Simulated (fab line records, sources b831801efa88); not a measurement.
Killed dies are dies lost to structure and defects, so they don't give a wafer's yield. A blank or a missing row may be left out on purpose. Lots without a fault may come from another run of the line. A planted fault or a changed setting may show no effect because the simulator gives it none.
Which tool did it? | flow sky130 | 6 lots, 18 wafers sampled, at 3 steps of a route of 708

WHAT THE GAUGES READ, wafer by wafer
SKY_NWELL_TW_MEAS_15.
lot  | measured     | on            | NWELL_TW
L223 | day 5 06:01  | film_metro-03 | 1832 1840 1829
L225 | day 6 01:42  | film_metro-02 | 1795 1801 1795
L230 | day 6 23:25  | film_metro-01 | 1850 1854 1855
L233 | day 7 16:49  | film_metro-02 | 1812 1810 1801
L241 | day 10 00:58 | film_metro-03 | 1820 1821 1811
L243 | day 10 04:51 | film_metro-02 | 1801 1810 1808

WHICH TOOL RAN EACH LOT (tool, then ch and the chambers of the sampled wafers, then the start)
lot  | SKY_FIELD_ISO_ETCH_14             | SKY_FIELD_ISO_ETCH_17
L223 | rie_diel-02 ch 0,1,3, day 2 20:55 | rie_si-01 ch 0,2,3, day 2 21:07
L225 | rie_diel-02 ch 1,2,3, day 3 08:38 | rie_si-01 ch 0,3, day 3 08:50
L230 | rie_diel-04 ch 1,2,3, day 4 09:55 | rie_si-01 ch 0,2, day 4 10:07
L233 | rie_diel-03 ch 1,3, day 4 23:34   | rie_si-02 ch 0,1,2, day 4 23:46
L241 | rie_diel-03 ch 0,2, day 6 18:23   | rie_si-01 ch 0,1,3, day 6 18:35
L243 | rie_diel-04 ch 0,2, day 7 04:52   | rie_si-02 ch 1,2,3, day 7 05:04
- SKY_FIELD_ISO_ETCH_14: etches BARC in N2/H2, stops on SiO2, time 45.9 s, target depth 60 nm.
- SKY_FIELD_ISO_ETCH_17: etches Si in HBr/Cl2/O2, target depth 342 nm, time 97.7 s.

THE ANSWER, worked out from the rows above alone
Rule: what is usual is taken from the lots themselves. Put in order of their means at a reading, lots are off if they are a third of the lots or fewer, leave a main group of 4 or more, and stand apart from it by a gap of 3 or more times the standard deviation of the main group's means; of several such gaps the widest counts. A main group whose means are all the same, to the digits that the tables above print for the reading, isn't used. A lot without any number at a reading at which 4 lots or more have one is off too. The other lots that the step has rows for count as sound.
No lot is off at any reading shown: from this, nothing can be told.

WHAT THE SIMULATOR HAD PUT IN
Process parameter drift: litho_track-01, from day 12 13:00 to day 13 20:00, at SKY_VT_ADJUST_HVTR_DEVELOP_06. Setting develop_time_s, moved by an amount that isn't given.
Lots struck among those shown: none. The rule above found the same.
